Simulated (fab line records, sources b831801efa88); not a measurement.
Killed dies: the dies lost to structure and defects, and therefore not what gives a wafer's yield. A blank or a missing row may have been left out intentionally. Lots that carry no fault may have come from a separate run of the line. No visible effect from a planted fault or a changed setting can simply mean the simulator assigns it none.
Which tool is to blame?    flow sfq-line    14 lots with 39 wafers sampled at 3 steps, on a route of 325 steps

WHAT THE GAUGES READ, wafer by wafer
SFQ_M8_RS_MEAS_949: uses a four-point probe to measure.
lot   measured      on             M8_AU_RS (ohm/sq)
L513  day 74 19:13  film-metro-02  0.1550 0.1556 0.1541
L514  day 75 06:01  film-metro-01  0.1520 0.1523 0.1537
L515  day 75 08:26  film-metro-02  0.1523 0.1527 0.1539
L516  day 76 02:05  film-metro-01  0.1525 0.1542 0.1540
L517  day 76 02:31  film-metro-01  0.1568 0.1553 0.1560
L518  day 76 08:29  film-metro-02  0.1523 0.1519 0.1516
L519  day 76 15:40  film-metro-01  0.1526 0.1551 0.1543
L520  day 76 22:50  film-metro-01  0.1536 0.1553 0.1550
L525  day 80 04:22  film-metro-02  0.3986 0.1533
L526  day 80 09:12  film-metro-02  0.1550 0.4008
L528  day 81 00:53  film-metro-04  0.1523 0.3912
L531  day 81 15:55  film-metro-04  0.1549 0.1543 0.1539
L533  day 82 10:35  film-metro-01  0.1533 0.1547 0.1551
L535  day 82 14:13  film-metro-02  0.1501 0.1528 0.1512

SFQ_M8_THK_MEAS_950: measures by xrf.
lot   measured      on             M8_AU_THK (nm)
L513  day 74 19:20  film-metro-02  173.8 173.8 174.7
L514  day 75 06:08  film-metro-01  179.4 177.5 177.1
L515  day 75 08:33  film-metro-02  178.3 178.1 177.0
L516  day 76 02:11  film-metro-01  178.6 175.2 176.7
L517  day 76 02:38  film-metro-01  172.9 174.5 174.1
L518  day 76 08:34  film-metro-02  178.1 179.7 179.4
L519  day 76 15:46  film-metro-01  177.3 174.7 175.9
L520  day 76 22:57  film-metro-01  176.5 175.2 176.0
L525  day 80 04:29  film-metro-02  72.7 176.4
L526  day 80 09:18  film-metro-02  175.2 72.7
L528  day 81 00:59  film-metro-04  179.1 74.4
L531  day 81 16:02  film-metro-04  176.2 176.6 176.6
L533  day 82 10:43  film-metro-01  176.9 175.6 174.0
L535  day 82 14:19  film-metro-02  179.7 177.5 178.8

EACH LOT AND THE TOOL THAT RAN IT (in order: tool; ch and the chambers of the sampled wafers; start)
lot   SFQ_TRILAYER_M8_DEP_EVAP_196
L513  pvd-sputter-02, day 74 18:42
L514  pvd-sputter-01, day 75 05:30
L515  pvd-sputter-02, day 75 07:54
L516  pvd-sputter-02, day 76 01:32
L517  pvd-sputter-01, day 76 01:56
L518  pvd-sputter-02, day 76 07:54
L519  pvd-sputter-01, day 76 15:06
L520  pvd-sputter-02, day 76 22:18
L525  pvd-sputter-01, day 80 03:51
L526  pvd-sputter-01, day 80 08:39
L528  pvd-sputter-01, day 81 00:16
L531  pvd-sputter-02, day 81 15:24
L533  pvd-sputter-02, day 82 10:05
L535  pvd-sputter-02, day 82 13:41
- SFQ_TRILAYER_M8_DEP_EVAP_196: material Au, target thk 180 nm, time 900 s.

AS READ BY THE TOOLS THEMSELVES (means over the sampled wafers that have a number; for cases with no such wafer, the mark the record gives instead)
The record holds no such reading with a usual standard deviation.

THE ANSWER, worked out from the rows above alone
Rule: the usual values come from the lots themselves. Put in order of their means at a reading, lots are off if they are a third of the lots or fewer, leave a main group of 4 or more, and stand apart from it by a gap of 3 or more times the standard deviation of the main group's means; of several such gaps the widest counts. Not used: any main group whose means are identical at the precision the tables above print for the reading. Also off: a lot with no number at a reading for which 4 or more lots have one. All remaining lots with rows at the step are treated as sound. After the gauges, taken in route order, come the tools' own readings; for these a lot's mean is taken, as printed above. The first step at which some lot is off is used, and at that step the reading that is off furthest; a lot without a number counts as furthest.
Off: L525, L526, L528, at SFQ_M8_RS_MEAS_949 (M8_AU_RS). The main group has a mean of 0.1537 ohm/sq with a standard deviation of 0.0013.
A tool fits if, at a process step before that reading, it ran every lot that is off, and no sound lot after the first of them. Gauges at SFQ_M8_RS_MEAS_949: tried the same way as those tools. One candidate fits, namely pvd-sputter-01 at SFQ_TRILAYER_M8_DEP_EVAP_196. A fault onset in the window from L519 (day 76 15:06, its last sound lot) to L525 (day 80 03:51, its first lot off) fits.

WHAT THE SIMULATOR HAD PUT IN
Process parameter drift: pvd-sputter-01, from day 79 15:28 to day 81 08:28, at SFQ_TRILAYER_M8_DEP_EVAP_196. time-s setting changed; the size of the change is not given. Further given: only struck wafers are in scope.
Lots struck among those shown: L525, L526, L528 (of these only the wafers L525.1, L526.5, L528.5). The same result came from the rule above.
